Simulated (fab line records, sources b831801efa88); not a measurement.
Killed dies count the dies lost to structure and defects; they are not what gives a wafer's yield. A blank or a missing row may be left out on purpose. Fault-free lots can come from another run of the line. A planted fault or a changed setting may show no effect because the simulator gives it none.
Problem report, 8D (eight disciplines) form, completed by code -- flow gf180mcu -- the parts of the form that need people (team, actions taken, sign-off) are left out

== 1. THE PROBLEM ==
oes_product_au at GF_CONTACT_STRIP_18 reads a mean of 0.544 a.u. on 6 wafers of 2 lots; wafers without a fault read 0.580 a.u. with a standard deviation of 0.0049. That puts it -7.4 standard deviations away from the usual mean.
The step: strips in O2/N2.
First seen on wafer L215.3, day 18 00:13, on plasma_asher-03. The record holds 39 wafers of 13 lots with a number at this step. Rule for "out", or "out of limits": more than 4 standard deviations from the usual mean. The rest of the wafers with a number are treated as sound.

== 2. WHAT THIS IS AND IS NOT ==
question,is,is not
which readings at this step,oes_product_au,heater_power_w
which lots,"L215, L217","L210, L212, L224, L226, L227, L228, L229, L230, L231, L232, L233"
which wafers of those lots,all that have a number,-
read on which tools,plasma_asher-03,"plasma_asher-01, plasma_asher-04"
when,from day 18 00:13,"up to then (6 sound wafers); but 27 sound wafers of L224, L226, L227, L228, L229, L230, L231, L232, L233 came after"

== 3. THE SUSPECTS, EACH WITH WHAT RULES IT OUT ==
Counting: a tool at a process step up to the reading stays a suspect if it ran every lot that is out and no sound lot after the first of them.
- litho_track-01 at GF_CONTACT_COAT_09 (resist thk 1000 nm): ruled out as a lasting fault. Following L215 (day 17 12:00), the first lot on it that is out, the sound lots L233 were run on it.
- plasma_asher-03 at GF_CONTACT_STRIP_18 (strips in O2/N2): ruled out as a lasting fault. Following L215 (day 18 00:13), the first lot on it that is out, the sound lots L229, L231 were run on it.
Left after counting: nothing in the record.

== 4. THE CAUSE (what the simulator had put in) ==
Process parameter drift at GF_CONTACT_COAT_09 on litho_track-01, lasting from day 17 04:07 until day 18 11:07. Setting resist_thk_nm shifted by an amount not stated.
It was ruled out by counting, in error; the rule expects a fault to strike all lots run on its tool from its start on, and this fault did not.

== 5. THE EFFECT CHAIN, in route order ==
Each row: a reading whose mean over the struck wafers that have a number lies more than 3 standard deviations from the usual. Only readings for which the record gives a usual standard deviation are gone through. hours: the time from each lot's start at the first step in this table that gives one to its start at this step, as a median over the lots. sigmas: the change in usual standard deviations.
hours,step,reading,usual,on struck wafers,change,sigmas
0,GF_CONTACT_STRIP_18,oes_product_au,0.580 a.u.,0.544,-0.036,-7.4
Here are the process steps it includes:
- GF_CONTACT_STRIP_18: strips in O2/N2.

== 6. WHAT WOULD HAVE CAUGHT IT SOONER ==
The fault began at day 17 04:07; the first out-of-limits reading in this record came at day 18 00:13, 20 hours later.
